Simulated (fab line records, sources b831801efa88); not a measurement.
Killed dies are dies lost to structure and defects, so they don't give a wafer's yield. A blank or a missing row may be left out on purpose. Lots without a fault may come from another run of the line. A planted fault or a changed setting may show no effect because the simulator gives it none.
Which tool did it? | flow gf180mcu | 12 lots, 36 wafers sampled, at 1 step of a route of 602

WHAT THE GAUGES READ, wafer by wafer
GF_NSD_CD_MEAS_07: target cd 400 nm.
lot  | measured     | on        | cd_nm (nm)
L075 | day 13 12:40 | cd_sem-02 | 400.3 396.7 399.3
L077 | day 14 14:20 | cd_sem-02 | 398.0 396.7 397.4
L080 | day 15 12:41 | cd_sem-02 | 399.9 398.6 400.6
L082 | day 16 02:45 | cd_sem-02 | 399.1 398.6 400.0
L083 | day 16 05:52 | cd_sem-01 | 401.2 401.3 400.9
L085 | day 17 02:37 | cd_sem-02 | 397.7 400.3 400.0
L087 | day 17 17:23 | cd_sem-02 | 402.3 403.3 402.1
L090 | day 18 12:47 | cd_sem-02 | 401.4 402.6 402.6
L091 | day 19 02:17 | cd_sem-01 | 399.5 400.1 401.7
L093 | day 19 19:30 | cd_sem-02 | 399.7 400.1 400.9
L095 | day 20 11:54 | cd_sem-01 | 402.2 402.5 401.4
L097 | day 21 01:38 | cd_sem-02 | 401.2 403.7 403.1

WHICH TOOL RAN EACH LOT (tool, then ch and the chambers of the sampled wafers, then the start)
The record holds no process step before these readings.

THE ANSWER, worked out from the rows above alone
Rule: what is usual is taken from the lots themselves. Put in order of their means at a reading, lots are off if they are a third of the lots or fewer, leave a main group of 4 or more, and stand apart from it by a gap of 3 or more times the standard deviation of the main group's means; of several such gaps the widest counts. A main group whose means are all the same, to the digits that the tables above print for the reading, isn't used. A lot without any number at a reading at which 4 lots or more have one is off too. The other lots that the step has rows for count as sound.
No lot is off at any reading shown: from this, nothing can be told.

WHAT THE SIMULATOR HAD PUT IN
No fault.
